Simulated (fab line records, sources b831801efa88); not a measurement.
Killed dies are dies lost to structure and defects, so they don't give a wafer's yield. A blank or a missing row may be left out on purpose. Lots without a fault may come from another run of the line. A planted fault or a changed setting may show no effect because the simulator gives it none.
Chamber matching | flow sfq_line | SFQ_TRILAYER_I3_VIA_BARC_OPEN_VIA_ETCH_121 on rie_diel-03: 4 sister chambers
The step etches BARC in O2, target depth 125 nm, time 41.7 s. 4 wafers are shown with their chamber, then 9 later ones without.

WAFERS WITH THEIR CHAMBER
wafer  | chamber | drypump_motor_current_A (A)
L937.1 | 3       | 5.3
L937.2 | 0       | 5.3
L937.6 | 1       | 6.7
L938.5 | 2       | 5.7

WAFERS WITHOUT THEIR CHAMBER
wafer  | drypump_motor_current_A (A)
L938.6 | 6.8
L939.3 | 6.7
L939.5 | 5.3
L940.5 | 6.7
L942.3 | 6.7
L942.4 | 5.7
L949.3 | 6.7
L949.4 | 5.7
L949.5 | 5.3

WHICH CHAMBER EACH WENT THROUGH
wafer  | from the rows above     | in truth
L938.6 | 1                       | 1
L939.3 | 1                       | 1
L939.5 | can't be placed: 0 or 3 | 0
L940.5 | 1                       | 1
L942.3 | 1                       | 1
L942.4 | 2                       | 2
L949.3 | 1                       | 1
L949.4 | 2                       | 2
L949.5 | can't be placed: 0 or 3 | 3
Placed correctly: 7 of 9. Can't be placed from these rows: 2 (the true chamber is among the candidates in 2). Placed wrongly: 0.
How it was worked out, from the rows above alone: a wafer's distance from a chamber is the root of the sum, over the readings, of the square of ((its reading less the chamber's mean) divided by the reading's scatter). The wafer belongs to the nearest chamber; if the next one is less than 2 further off, it can't be placed. A chamber's mean is the mean of its shown wafers. The scatter: with one shown wafer a chamber, the root of the mean of the squares of how far each hidden wafer lies from its nearest shown one.
